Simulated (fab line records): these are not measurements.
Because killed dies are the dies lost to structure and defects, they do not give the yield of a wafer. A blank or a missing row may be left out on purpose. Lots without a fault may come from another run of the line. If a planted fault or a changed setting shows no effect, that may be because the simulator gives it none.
Chamber matching | flow gf180mcu | 4 sister chambers for GF_V4_ETCH_16 on rie diel-01
The step etches BARC in N2/H2. 4 wafers are shown with their chamber, then 8 later ones without.

WAFERS WITH THEIR CHAMBER
wafer  | chamber | drypump motor current A (A)
L417.6 | 3       | 5.9
L426.4 | 2       | 5.4
L426.5 | 0       | 6.3
L429.2 | 1       | 5.3

WAFERS MISSING THEIR CHAMBER
wafer  | drypump motor current A (A)
L429.4 | 5.4
L429.6 | 6.4
L430.2 | 5.4
L430.3 | 5.3
L430.4 | 6.4
L433.2 | 6.4
L433.4 | 5.3
L433.5 | 5.9

CHAMBER TAKEN BY EACH
wafer  | from the rows above     | in truth
L429.4 | can't be placed: 2 or 1 | 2
L429.6 | 0                       | 0
L430.2 | can't be placed: 2 or 1 | 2
L430.3 | can't be placed: 1 or 2 | 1
L430.4 | 0                       | 0
L433.2 | 0                       | 0
L433.4 | can't be placed: 1 or 2 | 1
L433.5 | 3                       | 3
Placed correctly: 4 of 8. Not placeable from these rows: 4 (in 4, the candidates include the true chamber). Number placed wrongly: 0.
How it was worked out, from the rows above alone: a wafer's distance from a chamber is the root of the sum, over the readings, of the square of ((its reading less the chamber's mean) divided by the reading's scatter). If the next closest chamber is less than 2 further off than the closest, the wafer can't be placed; otherwise it belongs to the closest. The mean given for a chamber averages the wafers shown for that chamber. The scatter: with one shown wafer a chamber, the root of the mean of the squares of how far each hidden wafer lies from its nearest shown one.
